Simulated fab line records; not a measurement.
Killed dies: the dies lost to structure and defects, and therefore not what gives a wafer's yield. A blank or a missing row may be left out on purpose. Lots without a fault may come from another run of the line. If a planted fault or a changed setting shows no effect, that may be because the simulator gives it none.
A lot that was struck, set against a sound lot :: flow sky130 :: 43 steps out of a route of 708
Sound: these wafers, L813.1, L813.2, L813.3. The struck wafers were L827.4, L827.5, L827.6. The cause is given at the end.
Per side, at each step with rows, come the tool, then ch with its chambers, and then its first start. Under that, the readings that differ: sound wafers :: struck wafers :: difference of the means :: sigmas: that difference in standard deviations of wafers without a fault.
alike: words and numbers the same on both sides, and readings whose means are apart by under 2 such deviations; not compared: readings that were withheld, readings missing a value for some wafer, numbers with overlapping values and no deviation given by the record, and bounds like >300 which may hide the same value.
A row with sigmas, a row that says differs or no value, or rows on one side alone: a step with any of these is where the two part. When numbers do not overlap yet have no deviation, they are printed without sigmas and do not part them. A reading missing from all wafers of one side parts the sides only when that side holds two or more wafers.

first, 4 steps without rows for these wafers: SKY_DNWELL_EXPOSE_04 (exposes mask DNM, target cd 3000 nm); SKY_DNWELL_PEB_05; SKY_DNWELL_DEVELOP_06 (develop time 60 s); SKY_DNWELL_IMPLANT_07.
SKY_DNWELL_STRIP_08: strips in O2/N2.
  sound on plasma-asher-04 ch 0,1, day 3 05:41; struck on plasma-asher-01 ch 0,1, day 6 10:30
  alike: drypump-motor-current-A, oes-product-au, strip-time-to-endpoint-s
  not compared: rf-hours-counter-h
SKY_DNWELL_TW_MEAS_09:
  sound on film-metro-01 at day 3 05:47; struck on film-metro-03 at day 6 10:36
  alike: DNWELL_TW
then, 6 steps without rows for these wafers: SKY_PWDE_DEHYDRATE_00 (time 60 s); SKY_PWDE_HMDS_01 (prime time 60 s); SKY_PWDE_COAT_02 (resist thk 3000 nm); SKY_PWDE_SOFTBAKE_03; SKY_PWDE_EXPOSE_04 (exposes mask PWDEM, target cd 840 nm); SKY_PWDE_PEB_05.
SKY_PWDE_DEVELOP_06: develop time 60 s.
  sound on litho-track-01 ch 0, day 3 21:00; struck on litho-track-01 ch 0, day 7 04:00
SKY_PWDE_OVL_MEAS_07:
  sound on overlay-01 at day 3 21:51; struck on overlay-01 at day 7 04:40
  alike: PWDE_OVL
next, for these wafers, 1 step has no rows: SKY_PWDE_IMPLANT_08.
SKY_PWDE_STRIP_09: strips in O2/N2.
  sound on plasma-asher-01 ch 0,1, day 3 22:02; struck on plasma-asher-01 ch 0,1, day 7 04:52
  alike: drypump-motor-current-A, oes-product-au, strip-time-to-endpoint-s
  not compared: rf-hours-counter-h
SKY_PWDE_TW_MEAS_10:
  sound on film-metro-01 at day 3 22:08; struck on film-metro-03 at day 7 04:58
  alike: PWDE_TW
then, 7 steps without rows for these wafers: SKY_NWELL_DEHYDRATE_03 (time 60 s); SKY_NWELL_HMDS_04 (prime time 60 s); SKY_NWELL_COAT_05 (resist thk 3000 nm); SKY_NWELL_SOFTBAKE_06; SKY_NWELL_EXPOSE_07 (exposes mask NWM, target cd 840 nm); SKY_NWELL_PEB_08; SKY_NWELL_DEVELOP_09 (develop time 60 s).
SKY_NWELL_OVL_MEAS_10:
  sound on overlay-02 at day 4 14:17; struck on overlay-01 at day 8 00:39
  alike: NWELL_00_OVL
then, 3 steps without rows for these wafers: SKY_NWELL_IMPLANT_11; SKY_NWELL_IMPLANT_12; SKY_NWELL_IMPLANT_13.
SKY_NWELL_STRIP_14: strips in O2/N2.
  sound on plasma-asher-04 ch 0,1, day 4 14:46; struck on plasma-asher-02 ch 0,1, day 8 01:10
  alike: drypump-motor-current-A, oes-product-au, strip-time-to-endpoint-s
  not compared: rf-hours-counter-h
SKY_NWELL_TW_MEAS_15:
  sound on film-metro-01 at day 4 14:52; struck on film-metro-04 at day 8 01:15
reading: NWELL_TW
sound: 1822 1815 1834
struck: 1862 1852 1842
difference: +28
sigmas: +2
then, 7 steps without rows for these wafers: SKY_NWELL_DEHYDRATE_16 (time 60 s); SKY_NWELL_HMDS_17 (prime time 60 s); SKY_NWELL_COAT_18 (resist thk 3000 nm); SKY_NWELL_SOFTBAKE_19; SKY_NWELL_EXPOSE_20 (exposes mask NWM COMPLEMENT, target cd 840 nm); SKY_NWELL_PEB_21; SKY_NWELL_DEVELOP_22 (develop time 60 s).
SKY_NWELL_OVL_MEAS_23:
  sound on overlay-02 at day 5 07:51; struck on overlay-02 at day 8 22:36
  alike: NWELL_01_OVL
next, for these wafers, 1 step has no rows: SKY_NWELL_IMPLANT_24.
SKY_NWELL_STRIP_25: strips in O2/N2.
  sound on plasma-asher-03 ch 0,1, day 5 08:02; struck on plasma-asher-02 ch 0,1, day 8 22:48
reading: strip-time-to-endpoint-s (s)
sound: 37.11 37.06 37.12
struck: 36.82 36.82 36.88
difference: -0.26
sigmas: -3
  alike: drypump-motor-current-A, oes-product-au
  not compared: rf-hours-counter-h
SKY_NWELL_TW_MEAS_26:
  sound on film-metro-04 at day 5 08:08; struck on film-metro-04 at day 8 22:53
  alike: NWELL_2_TW
then, 1 step without rows for these wafers: SKY_NWELL_CLEAN_27 (cleans in SC1/SC2, time 150 s).
-- the record jumps here: 40 days lie between the struck wafers' starts before and after (it left off in module NWELL and takes up again in module PAD_OPEN, whose first step shown is number 708 of the route) --
SKY_PAD_OPEN_PROBE_99:
  sound on prober-01 at day 45 23:21; struck on prober-01 at day 49 05:51
reading: model.etest.res_p_drift_20v.width-nm (nm)
sound: 846.2 842.2 839.4
struck: 816.3 817.1 815.5
difference: -26.3
sigmas: 
  alike: killed_at_M0_to_M3, killed_at_M4_up, killed-at-contacts, killed-at-front-end, killed-at-other, killed-dies, killed-on-rim, killed-open, killed-short

WHERE THEY PART
Last at SKY_NWELL_STRIP_25 as far as this record goes, first at SKY_NWELL_TW_MEAS_15. Later steps at which nothing parts them and some readings are alike: SKY_NWELL_TW_MEAS_26, SKY_PAD_OPEN_PROBE_99.

WHY: whatever the simulator had introduced
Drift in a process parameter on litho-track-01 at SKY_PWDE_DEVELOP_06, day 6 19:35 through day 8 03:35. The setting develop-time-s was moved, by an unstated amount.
